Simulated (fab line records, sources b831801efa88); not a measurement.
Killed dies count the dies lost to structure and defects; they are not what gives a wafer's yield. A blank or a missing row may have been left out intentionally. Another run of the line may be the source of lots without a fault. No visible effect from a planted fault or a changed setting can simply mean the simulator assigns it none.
Which of the tools did it? ; flow gf180mcu ; 6 lots, 16 wafers sampled, at 2 steps of a route of 602

WHAT EACH GAUGE READ, for each wafer
GF_STI_CD_MEAS_12: target cd 220 nm.
lot;measured;on;cd nm (nm)
L734;day 2 20:02;cd sem-01;221.8 222.1 220.9
L738;day 3 02:29;cd sem-01;219.9 219.7 218.4
L740;day 3 08:53;cd sem-01;220.9 220.9 220.6
L744;day 4 04:23;cd sem-01;215.3 215.2
L749;day 5 06:46;cd sem-02;220.1 220.8 220.5
L754;day 6 08:50;cd sem-02;219.9 219.0 221.1

EACH LOT AND THE TOOL THAT RAN IT (in order: tool; ch and the chambers of the sampled wafers; start)
lot;GF_STI_COAT_07
L734;litho track-03 ch 0, day 2 15:29
L738;litho track-02 ch 0, day 2 21:05
L740;litho track-04 ch 0, day 3 02:14
L744;litho track-03 ch 0, day 3 21:47
L749;litho track-04 ch 0, day 5 00:13
L754;litho track-02 ch 0, day 6 02:14
- GF_STI_COAT_07: resist thk 700 nm.

THE ANSWER, worked out from the rows above alone
Rule: the lots themselves supply what counts as usual. The widest of any qualifying gaps counts: lots, ordered by their means at a reading, are off when they make up no more than a third of the lots, leave a main group of 4 or more, and stand apart from it by 3 or more times the standard deviation of that group's means. A main group whose means are all the same, to the digits that the tables above print for the reading, isn't used. A lot without any number at a reading at which 4 lots or more have one is off too. Where the step has rows for the other lots, those lots are counted as sound.
Off: L744 (GF_STI_CD_MEAS_12, cd nm). Mean 220.4 nm and standard deviation 0.76 in the main group.
If a tool, at a process step before that reading, ran all the lots that are off and no sound lot after the first of them, it fits. Those tools and the gauges at GF_STI_CD_MEAS_12 are tried in the same way. 2 tools fit, litho track-03 at GF_STI_COAT_07 and cd sem-01 at GF_STI_CD_MEAS_12, so this cannot tell which one it is.

WHAT THE SIMULATOR PUT IN
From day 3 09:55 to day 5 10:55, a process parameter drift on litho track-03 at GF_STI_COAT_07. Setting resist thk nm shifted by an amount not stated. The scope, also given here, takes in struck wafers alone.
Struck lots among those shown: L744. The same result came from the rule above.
